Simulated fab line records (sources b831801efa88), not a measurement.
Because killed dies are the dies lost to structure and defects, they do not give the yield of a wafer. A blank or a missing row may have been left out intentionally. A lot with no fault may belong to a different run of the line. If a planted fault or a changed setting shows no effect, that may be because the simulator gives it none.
The tool behind it: which one? || flow gf180mcu || Sampling: 7 lots, 21 wafers, 2 of 602 route steps

## WHAT THE GAUGES SHOWED, per wafer
GF_V1_BOW_MEAS_05.
{"lot": "L464", "measured": "day 17 09:28", "on": "film metro-02", "V1_BOW (um)": "84 87 87"}
{"lot": "L466", "measured": "day 18 05:47", "on": "film metro-03", "V1_BOW (um)": "71 93 82"}
{"lot": "L468", "measured": "day 19 14:07", "on": "film metro-02", "V1_BOW (um)": "84 93 86"}
{"lot": "L472", "measured": "day 20 20:39", "on": "film metro-02", "V1_BOW (um)": "88 90 100"}
{"lot": "L480", "measured": "day 23 18:22", "on": "film metro-03", "V1_BOW (um)": "86 87 82"}
{"lot": "L484", "measured": "day 24 20:11", "on": "film metro-02", "V1_BOW (um)": "86 75 83"}
{"lot": "L486", "measured": "day 25 10:32", "on": "film metro-03", "V1_BOW (um)": "86 78 70"}

## WHICH TOOL RAN EACH LOT (tool, then ch and the chambers of the sampled wafers, then the start)
{"lot": "L464", "GF_HV_LDD_ETCHBACK_58": "rie diel-02 ch 0,2,3, day 12 18:10"}
{"lot": "L466", "GF_HV_LDD_ETCHBACK_58": "rie diel-04 ch 0,3, day 13 10:44"}
{"lot": "L468", "GF_HV_LDD_ETCHBACK_58": "rie diel-03 ch 1,2, day 14 15:22"}
{"lot": "L472", "GF_HV_LDD_ETCHBACK_58": "rie diel-03 ch 0,2,3, day 15 18:42"}
{"lot": "L480", "GF_HV_LDD_ETCHBACK_58": "rie diel-03 ch 0,3, day 18 13:08"}
{"lot": "L484", "GF_HV_LDD_ETCHBACK_58": "rie diel-04 ch 0,1,3, day 19 18:25"}
{"lot": "L486", "GF_HV_LDD_ETCHBACK_58": "rie diel-04 ch 1,2,3, day 20 11:13"}
- GF_HV_LDD_ETCHBACK_58: etches Si3N4 in CH3F/O2, stops on SiO2, time 100 s, target depth 90 nm.

## THE ANSWER, worked out from the rows above alone
Rule: the lots themselves supply what counts as usual. The widest of any qualifying gaps counts: lots, ordered by their means at a reading, are off when they make up no more than a third of the lots, leave a main group of 4 or more, and stand apart from it by 3 or more times the standard deviation of that group's means. If all means in a main group match to the digits the tables above print for the reading, that group is not used. A lot without any number at a reading at which 4 lots or more have one is off too. All remaining lots with rows at the step are treated as sound.
Nothing can be told from this: no lot is off at any reading shown.

## WHAT THE SIMULATOR HAD INSERTED
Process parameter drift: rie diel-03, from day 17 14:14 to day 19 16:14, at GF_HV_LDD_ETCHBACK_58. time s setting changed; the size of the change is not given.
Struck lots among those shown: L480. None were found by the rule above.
